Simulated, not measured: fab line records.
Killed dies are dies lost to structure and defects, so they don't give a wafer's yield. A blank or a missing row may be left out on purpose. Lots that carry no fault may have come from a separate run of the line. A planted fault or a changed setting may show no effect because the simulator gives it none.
Split-lot study	flow gf180mcu	23 wafers read from 5 lots, route of 602 steps

## ON THE SPLIT
At GF_M2_SPUTTER_02 (material AlCu, target thk 450 nm, time 23.9 s), the setting power_w was moved away from the recipe's 10600 W on 5 of the 23 wafers read, by -8.9% to +9.7%. This setting was run at the recipe's value on the other wafers.

## FROM THE SPLIT TO THE READING: what the file shows between them, 7 steps
- GF_M2_SPUTTER_03: material Ti, target thk 10 nm, time 6.7 s
- GF_M2_SPUTTER_04: material TiN, target thk 50 nm, time 41.7 s
- GF_M2_RS_MEAS_05: measures by four-point-probe
- GF_M2_THK_MEAS_06: measures by xrf
- GF_M2_COAT_09: resist thk 1000 nm (also split here: resist_thk_nm)
- GF_M2_SOFTBAKE_10: time 60 s
- GF_M2_EXPOSE_11: exposes mask Metal2, target cd 280 nm

## THE READING
oes_product_au, in a.u., at GF_M2_METAL_ETCH_16 (etches the open film in Cl2/BCl3, stops on SiO2, target depth 627.5 nm, time 104.6 s). On this fab line, fault-free wafers typically give 0.966 a.u. with a standard deviation of 0.0083 a.u.

wafer	tool, chamber at the split	power_w as run, W	against the recipe	oes_product_au, a.u.	against lot-mates on the recipe
L074.1	pvd_sputter-02, -	10600	recipe	0.970	-
L074.2	pvd_sputter-02, -	10600	recipe	0.970	-
L074.4	pvd_sputter-02, -	10600	recipe	0.956	-
L074.5	pvd_sputter-02, -	10600	recipe	0.956	-
L074.6	pvd_sputter-02, -	10600	recipe	0.967	-
L075.1	pvd_sputter-02, -	10600	recipe	0.963	-
L075.5	pvd_sputter-02, -	10600	recipe	0.964	-
L075.6	pvd_sputter-02, -	10600	recipe	0.970	-
L078.1	pvd_sputter-02, -	10600	recipe	0.966	-
L078.3	pvd_sputter-02, -	11630	+9.7%	0.994	+0.030
L078.4	pvd_sputter-02, -	11630	+9.7%	0.989	+0.025
L078.5	pvd_sputter-02, -	11630	+9.7%	0.984	+0.020
L078.6	pvd_sputter-02, -	10600	recipe	0.961	-
L079.1	pvd_sputter-01, -	10600	recipe	0.977	-
L079.3	pvd_sputter-01, -	10600	recipe	0.970	-
L079.4	pvd_sputter-01, -	10600	recipe	0.980	-
L079.5	pvd_sputter-01, -	10600	recipe	0.979	-
L079.6	pvd_sputter-01, -	10600	recipe	0.973	-
L085.1	pvd_sputter-02, -	9660	-8.9%	0.915	-0.042
L085.3	pvd_sputter-02, -	10600	recipe	0.953	-
L085.4	pvd_sputter-02, -	10600	recipe	0.963	-
L085.5	pvd_sputter-02, -	10600	recipe	0.954	-
L085.6	pvd_sputter-02, -	9660	-8.9%	0.919	-0.038

THE FIT
A straight line over all 23 wafers: oes_product_au changes by +0.00357 a.u. for each +1% of power_w; r = +0.85; the points scatter about the line by 0.0099 a.u.
The same after taking each lot's own level away (the mean of its wafers on the recipe; 23 wafers): +0.00333 a.u. for each +1%; r = +0.93; scatter 0.0058 a.u.
The reading moves by 0.032 a.u. for the largest change in power_w, on that fit.
Measured against the standard deviation above, the lots' own levels, which go from 0.9567 to 0.9758 a.u., span 2.3 times it.
The two slopes are in agreement: the lot-to-lot level therefore moves the slope only a little.
Check: with one of the wafers moved furthest among these (+9.7%) left out of the fit, the line predicts +0.0306 a.u. for it against its lot-mates. It came out at +0.0305 a.u. against them.

## OTHER SPLITS APPLIED TO THESE WAFERS
Before the reading, these wafers also passed through other splits. Each is held against what the fit with the lots' levels taken away leaves over:
other split on the same wafers	wafers away from the commonest value	r with oes_product_au (lot level and that fit taken away)
GF_CONTACT_SPUTTER_22 time_s	8	-0.33
GF_M1_PEB_12 peb_temp_c	6	+0.34
GF_V1_CVD_02 time_s	10	-0.36
GF_V1_CMP_04 leave_above_ref_nm	8	+0.02
GF_V1_ETCH_16 ion_energy_ev	7	-0.46
GF_M2_COAT_09 resist_thk_nm	7	-0.12

## THE WHOLE CHAIN: every reading that the file lists as answering this split, in the file's order
step	what it does	reading	change (the file's fit)	r (the file's)
GF_M2_SPUTTER_02	material AlCu, target thk 450 nm, time 23.9 s	AlCu_of_M2_SPUTTER_02.thk_nm (the simulator's own value, which no gauge read)	+4.35 nm for each +1% of the setting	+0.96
GF_M2_RS_MEAS_05	measures by four-point-probe	M2_ALCU_RS	-0.000705 for each +1% of the setting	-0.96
GF_M2_THK_MEAS_06	measures by xrf	M2_ALCU_THK	+4.23 for each +1% of the setting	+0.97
GF_M2_METAL_ETCH_16	etches the open film in Cl2/BCl3, stops on SiO2, target depth 627.5 nm, time 104.6 s	oes_product_au	+0.00345 a.u. for each +1% of the setting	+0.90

## FILE'S OWN FIT
oes_product_au changes by +0.00345 a.u. for each +1% of power_w, r = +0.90.
